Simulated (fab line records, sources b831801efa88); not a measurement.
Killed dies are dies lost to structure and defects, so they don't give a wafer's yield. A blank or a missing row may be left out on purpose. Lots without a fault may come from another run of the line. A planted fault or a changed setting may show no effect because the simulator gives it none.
A struck lot beside a sound one | flow sky130 | 28 steps out of a route of 708
Sound: wafers L600.3, L600.4, L600.5. Struck: wafers L606.3, L606.4, L606.6. The cause comes at the end.
At each step with rows: each side's tool, then ch and its chambers, then its first start. Under that, the readings that differ: sound wafers | struck wafers | difference of the means | sigmas: that difference in standard deviations of wafers without a fault.
alike: readings whose means differ by less than 2 such deviations, and words and numbers that are the same on both sides. not compared: withheld readings, readings that some wafer has no value for, bounds like >300 that may hide the same value, and numbers for which the record gives no deviation and whose values overlap.
The two part at a step that has a row with sigmas, a row that says differs or no value, or rows on one side only. Numbers that don't overlap but have no deviation are shown without sigmas and don't part them. A reading that every wafer of one side lacks parts them only if that side has two wafers or more.

first, 5 steps without rows for these wafers: SKY_SD_N_IMPLANT_09; SKY_SD_N_IMPLANT_10; SKY_SD_N_STRIP_11 (strips in O2/N2); SKY_SD_N_CLEAN_13 (cleans in SC1/SC2, time 150 s); SKY_SD_N_RTA_14 (time 2 s).
SKY_SALICIDE_CLEAN_00: cleans in HF-last, time 30 s.
  sound on wet_bench-01 ch 1, day 32 01:52; struck on wet_bench-03 ch 0, day 33 16:46
then, 21 steps without rows for these wafers: SKY_LI_CONTACT_HDPCVD_00 (deposits PSG, target thk 930 nm, time 155 s); SKY_LI_CONTACT_CMP_02 (polishes PSG); SKY_LI_CONTACT_DEHYDRATE_04 (time 60 s); SKY_LI_CONTACT_HMDS_05 (prime time 60 s); SKY_LI_CONTACT_COAT_06 (resist thk 60 nm); SKY_LI_CONTACT_COAT_07 (resist thk 450 nm); SKY_LI_CONTACT_SOFTBAKE_08 (time 90 s); SKY_LI_CONTACT_EXPOSE_09 (exposes mask LICM1, target cd 170 nm); SKY_LI_CONTACT_PEB_10; SKY_LI_CONTACT_DEVELOP_11 (develop time 60 s); SKY_LI_CONTACT_ETCH_14 (etches BARC in N2/H2, stops on SiO2, time 45.9 s, target depth 60 nm); SKY_LI_CONTACT_ETCH_15 (etches PSG in C4F8/O2/Ar, stops on Si, target depth 600 nm); SKY_LI_CONTACT_STRIP_16 (strips in O2/N2); SKY_LI_CONTACT_CLEAN_17 (cleans in NMP, time 600 s); SKY_LI_CONTACT_PRE_CLEAN_18 (time 5.6 s); SKY_LI_CONTACT_SPUTTER_19 (material Ti, target thk 20 nm, time 106.37 s); SKY_LI_CONTACT_SPUTTER_20 (material TiN, target thk 20 nm, time 80 s); SKY_LI_CONTACT_CVD_21 (deposits W, target thk 400 nm, time 120.56 s); SKY_LI_CONTACT_CMP_24 (polishes, stops on PSG, t overpolish 20 s, target thk 0 nm); SKY_LOCAL_INTERCONNECT_SPUTTER_00 (material TiN, target thk 100 nm, time 83.3 s); SKY_LOCAL_INTERCONNECT_DEHYDRATE_03 (time 60 s).
-- the record jumps here: 16 days lie between the struck wafers' starts before and after (it left off in module LOCAL_INTERCONNECT and takes up again in module PAD_OPEN, whose first step shown is number 708 of the route) --
SKY_PAD_OPEN_PROBE_99:
  the record has rows for the struck wafers here (prober-01, day 49 19:30) and none for the sound ones

WHERE THEY PART
Only at SKY_PAD_OPEN_PROBE_99, within this record.

WHY: what the simulator had put in
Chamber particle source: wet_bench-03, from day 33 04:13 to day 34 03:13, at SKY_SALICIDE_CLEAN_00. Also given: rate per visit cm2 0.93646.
